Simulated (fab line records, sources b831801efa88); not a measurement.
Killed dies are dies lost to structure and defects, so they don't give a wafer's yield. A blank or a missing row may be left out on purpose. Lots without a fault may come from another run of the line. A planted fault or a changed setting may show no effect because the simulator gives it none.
Problem report in the 8D (eight disciplines) form, filled by code | flow sky130 | the parts of the form that need people (team, actions taken, sign-off) are left out

1. THE PROBLEM
CAP2M_CVD_00_THK at SKY_CAP2M_THK_MEAS_01 reads a mean of 5.59 nm on 6 wafers of 2 lots; wafers without a fault read 15.56 nm with a standard deviation of 0.2. That is -50 standard deviations from the usual mean.
First seen on wafer L269.1, day 45 04:11, on film_metro-03. The record holds 36 wafers of 12 lots with a number at this step. Rule for "out", or "out of limits": more than 4 standard deviations from the usual mean. The other wafers with a number count as sound.

2. WHAT IT IS AND WHAT IT IS NOT
question                    | is                           | is not
which readings at this step | CAP2M_CVD_00_THK             | -
which lots                  | L269, L272                   | L252, L254, L255, L256, L257, L258, L261, L263, L268, L274
which wafers of those lots  | all that have a number       | -
read on which gauges        | film_metro-03, film_metro-04 | film_metro-01
when                        | from day 45 04:11            | up to then (27 sound wafers); but 3 sound wafers of L274 came after

3. SUSPECTS, AND WHAT RULES EACH OUT
Counting: a tool at a process step up to the reading stays a suspect if it ran every lot that is out and no sound lot after the first of them.
- the gauge at SKY_CAP2M_THK_MEAS_01: ruled out. The wafers that are out were read on 2 gauges (film_metro-03, film_metro-04).
- pecvd-03 at SKY_CAP2M_CVD_00 (deposits SiO2, target thk 15.5 nm): kept. It ran every lot that is out, first L269 (day 45 04:10), and no sound lot after that; its last sound lot up to then is L268 (day 44 22:11).
Left after counting: pecvd-03 at SKY_CAP2M_CVD_00.

4. THE CAUSE (what the simulator had put in)
Process parameter drift: pecvd-03, from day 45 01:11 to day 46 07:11, at SKY_CAP2M_CVD_00. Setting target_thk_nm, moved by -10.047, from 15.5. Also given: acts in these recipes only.
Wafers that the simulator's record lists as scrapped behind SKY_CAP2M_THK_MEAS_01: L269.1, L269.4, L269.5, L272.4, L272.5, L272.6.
Counting left only this tool.

5. THE CHAIN OF EFFECTS, in route order
Each row: a reading whose mean over the struck wafers that have a number lies more than 3 standard deviations from the usual. Only readings for which the record gives a usual standard deviation are gone through. hours: the time from each lot's start at the first step in this table that gives one to its start at this step, as a median over the lots. sigmas: the change in usual standard deviations.
hours | step                  | reading          | usual    | on struck wafers | change | sigmas
0     | SKY_CAP2M_THK_MEAS_01 | CAP2M_CVD_00_THK | 15.56 nm | 5.59             | -9.97  | -50

6. WHAT WOULD HAVE CAUGHT IT SOONER
In this record the first reading out of limits at a measuring or inspecting step was taken at day 45 04:11, 3 hours after the fault began at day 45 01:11.
Of the tool readings at SKY_CAP2M_CVD_00 for which the record gives a usual standard deviation, none was out on any struck wafer, so an alarm limit of 4 standard deviations on them would not have fired.
Of the lots that are out (2), L272 began SKY_CAP2M_CVD_00 on pecvd-03 after day 45 04:11. A hold on the tool at that time would have spared it.
